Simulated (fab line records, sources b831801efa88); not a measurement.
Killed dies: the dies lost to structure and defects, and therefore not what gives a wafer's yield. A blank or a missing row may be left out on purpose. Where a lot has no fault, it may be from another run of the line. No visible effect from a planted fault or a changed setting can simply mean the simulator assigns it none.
Comparing a struck lot with a sound one | flow gf180mcu | 14 out of 602 route steps
Sound: wafers L941.3, L941.4, L941.6. Wafers L946.2, L946.3, L946.5 were the ones struck. At the end, the cause is stated.
Order at every step that has rows: each side's tool, ch and its chambers, its first start. Under that, the readings that differ: sound wafers | struck wafers | difference of the means | sigmas: that difference in standard deviations of wafers without a fault.
alike: same words and numbers on both sides, and readings whose means sit less than 2 such deviations apart. not compared: any withheld reading, any reading some wafer has no value for, any bound like >300 that may hide the same value, and any number with overlapping values for which the record gives no deviation.
The two part at a step that has a row with sigmas, a row that says differs or no value, or rows on one side only. Non-overlapping numbers with no deviation appear without sigmas and do not part them. A reading that every wafer of one side lacks parts them only if that side has two wafers or more.

first, 1 step without rows for these wafers: GF_HV_LDD_CLEAN_51 (cleans in SC1/SC2, time 150 s).
GF_HV_LDD_RTA_52: time 10 s.
  sound on rtp-anneal-02 ch 0, day 14 11:03; struck on rtp-anneal-02 ch 0, day 16 02:29
  alike: lamp-power-pct, wafer_temp_C_max
GF_HV_LDD_RS_MEAS_53: the measuring method here is four-point-probe.
  sound on film-metro-04 at day 14 11:11; struck on film-metro-02 at day 16 02:37
  alike: HV_LDD_RS
then, 1 step without rows for these wafers: GF_HV_LDD_CVD_54 (deposits SiO2 from TEOS, target thk 10 nm, time 75 s).
GF_HV_LDD_THK_MEAS_55:
  sound on film-metro-01 at day 14 12:18; struck on film-metro-02 at day 16 04:14
  alike: HV_LDD_CVD_54_THK
then, 1 step without rows for these wafers: GF_HV_LDD_CVD_56 (deposits Si3N4 from DCS/NH3, target thk 90 nm, time 1543 s).
GF_HV_LDD_THK_MEAS_57:
  sound on film-metro-01 at day 14 13:47; struck on film-metro-01 at day 16 05:44
  alike: HV_LDD_CVD_56_THK
GF_HV_LDD_ETCHBACK_58: etches Si3N4 in CH3F/O2, stops on SiO2, time 100 s, target depth 90 nm.
  sound on rie-diel-02 ch 0,1,3, day 14 13:50; struck on rie-diel-04 ch 1,2,3, day 16 05:47
  alike: ch3f-flow-sccm, chamber-pressure-mTorr, drypump-motor-current-A, oes-product-au, throttle-valve-pct
  not compared: rf-hours-counter-h
then, 4 steps without rows for these wafers: GF_NSD_DEHYDRATE_00 (time 60 s); GF_NSD_HMDS_01 (prime time 60 s); GF_NSD_COAT_02 (resist thk 1000 nm); GF_NSD_SOFTBAKE_03 (time 60 s).
GF_NSD_EXPOSE_04: exposes mask Nplus, target cd 400 nm.
  sound on iline-stepper-02 ch 0, day 15 00:34; struck on iline-stepper-01, day 16 17:01
  no value came back on the struck wafers for exposure-dose-mJ-cm2, focus-offset-nm (nm); on the sound wafers exposure-dose-mJ-cm2 reads 140.08 140.03 140.08
  alike: mask
then, 1 step without rows for these wafers: GF_NSD_PEB_05.

## WHERE THEY PART
Only at GF_NSD_EXPOSE_04, as far as this record shows.

WHY: the cause the simulator had injected
Skipped step whole: iline-stepper-01, from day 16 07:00 on, at GF_NSD_EXPOSE_04. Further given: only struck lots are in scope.
